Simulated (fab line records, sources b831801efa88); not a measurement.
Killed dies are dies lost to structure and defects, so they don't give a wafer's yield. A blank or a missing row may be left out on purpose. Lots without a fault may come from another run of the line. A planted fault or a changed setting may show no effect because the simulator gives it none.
One fault seen from 2 desks | flow sky130 | each desk has only its own numbers; what lay behind them comes last

THE METROLOGY DESK
What the gauges read, lot by lot, whatever tool the lot ran on: means of the sampled wafers that have a number. A lot is out of limits, marked OUT, if its mean lies more than 4 standard deviations from the usual mean; the brackets give that distance.
Columns: A = LI_CONTACT_W_RS at SKY_LI_CONTACT_RS_MEAS_22, usual 0.2873 ohm/sq; B = LI_CONTACT_W_THK at SKY_LI_CONTACT_THK_MEAS_23, usual 392 nm; C = LOCAL_INTERCONNECT_OVL at SKY_LOCAL_INTERCONNECT_OVL_MEAS_12, usual 2 nm; D = cd_nm at SKY_METAL1_CD_MEAS_15, usual 139.8 nm
lot  | first seen here | A      | B   | C  | D
L476 | day 29 00:38    | 0.2877 | 398 | 7  | 138.7
L481 | day 30 21:37    | 0.2889 | 390 | -2 | 139.2
L482 | day 31 08:54    | 0.2876 | 389 | 0  | 142.0
L483 | day 31 17:13    | 0.2876 | 389 | -3 | 140.2
L484 | day 31 18:22    | 0.2884 | 388 | 5  | 139.4
L487 | day 33 05:05    | 0.2856 | 397 | 6  | 146.1
L488 | day 33 12:03    | 0.2846 | 398 | 6  | 144.7
L489 | day 33 20:44    | 0.2867 | 397 | -0 | 146.5
L490 | day 34 05:08    | 0.2858 | 394 | 4  | 145.9
L496 | day 36 04:49    | 0.2912 | 388 | 1  | 140.6
L499 | day 36 11:52    | 0.2838 | 398 | -1 | 140.1
L498 | day 36 13:41    | 0.2894 | 389 | 0  | 140.3
This desk's finding: nothing out of limits on any of the 12 lots.

THE TOOL OWNER'S DESK: krf_scanner-01
The tool's own readings at SKY_METAL1_EXPOSE_12 (exposes mask MM1, target cd 140 nm): means of the sampled wafers that have a number, for each lot that ran on this tool. A lot is out of limits, marked OUT, if its mean lies more than 4 standard deviations from the usual mean; the brackets give that distance.
Columns: A = exposure_dose_mJ_cm2 at SKY_METAL1_EXPOSE_12, usual 27.92
lot  | first seen here | A
L476 | day 32 02:29    | 27.92
L481 | day 33 22:03    | 27.93
L482 | day 34 08:29    | 27.88
L487 | day 36 03:19    | 26.87 (-32) OUT
L488 | day 36 09:50    | 26.88 (-32) OUT
L489 | day 36 15:53    | 26.86 (-32) OUT
L490 | day 37 01:25    | 27.29 (-19) OUT
This desk's finding: out of limits on L487, L488, L489, L490; first on L487, day 36 03:19 (exposure_dose_mJ_cm2 at SKY_METAL1_EXPOSE_12). In limits: L476, L481, L482.

PUT TOGETHER
The tool owner's desk could have raised an alarm at day 36 03:19, on L487, L488, L489, L490.
The metrology desk saw nothing out of limits.
The metrology desk has L487, L488, L489, L490 on record, within its limits.
Of the lots named, all ran SKY_METAL1_EXPOSE_12 on krf_scanner-01.

WHAT THE SIMULATOR HAD PUT IN
Process parameter drift: krf_scanner-01, from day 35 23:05 on, at SKY_METAL1_EXPOSE_12. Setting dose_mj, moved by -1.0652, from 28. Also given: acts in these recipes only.
Lots struck among those shown: L487, L488, L489, L490.
Hours from the fault's start to each desk's first reading out of limits: the tool owner's desk, 4.
